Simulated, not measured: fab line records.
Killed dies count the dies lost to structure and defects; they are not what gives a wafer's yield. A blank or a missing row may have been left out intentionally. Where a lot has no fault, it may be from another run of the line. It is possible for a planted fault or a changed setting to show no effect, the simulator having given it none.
Chamber matching -- flow gf180mcu -- 4 sister chambers for GF_CONTACT_CMP_04 on cmp-01
The step polishes SiO2. 8 wafers are shown with their chamber, then 7 later ones without.

## WAFERS WITH THEIR CHAMBER
wafer,chamber,motorCurrentA (A),platenRpm (rpm)
L226.3,2,10.4,60.04
L228.2,0,11.2,59.96
L228.3,3,14.2,59.96
L229.1,1,11.1,60.00
L229.4,2,9.8,60.08
L229.6,3,13.5,59.94
L231.2,1,11.2,60.04
L231.3,0,11.3,60.00

## WAFERS WITH NO CHAMBER GIVEN
wafer,motorCurrentA (A),platenRpm (rpm)
L231.5,11.0,60.07
L233.1,10.8,60.05
L233.4,14.3,59.95
L233.5,11.6,60.03
L236.1,10.4,59.97
L236.2,11.2,60.05
L236.3,14.8,60.12

## THE CHAMBER EACH PASSED THROUGH
wafer,from the rows above,in truth
L231.5,can't be placed: 1 or 2 or 0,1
L233.1,can't be placed: 1 or 2 or 0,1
L233.4,3,3
L233.5,can't be placed: 1 or 0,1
L236.1,can't be placed: 0 or 1 or 2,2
L236.2,can't be placed: 1 or 0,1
L236.3,3,3
Correctly placed: 2 of 7. Can't be placed from these rows: 5 (the true chamber is among the candidates in 5). Wrongly placed: 0.
How it was worked out, from the rows above alone: a wafer's distance from a chamber is the root of the sum, over the readings, of the square of ((its reading less the chamber's mean) divided by the reading's scatter). If the next closest chamber is less than 2 further off than the closest, the wafer can't be placed; otherwise it belongs to the closest. The mean given for a chamber averages the wafers shown for that chamber. The scatter is the square root of a quotient: the sum, over the shown wafers, of each reading's squared deviation from its chamber's mean, divided by wafers minus chambers.
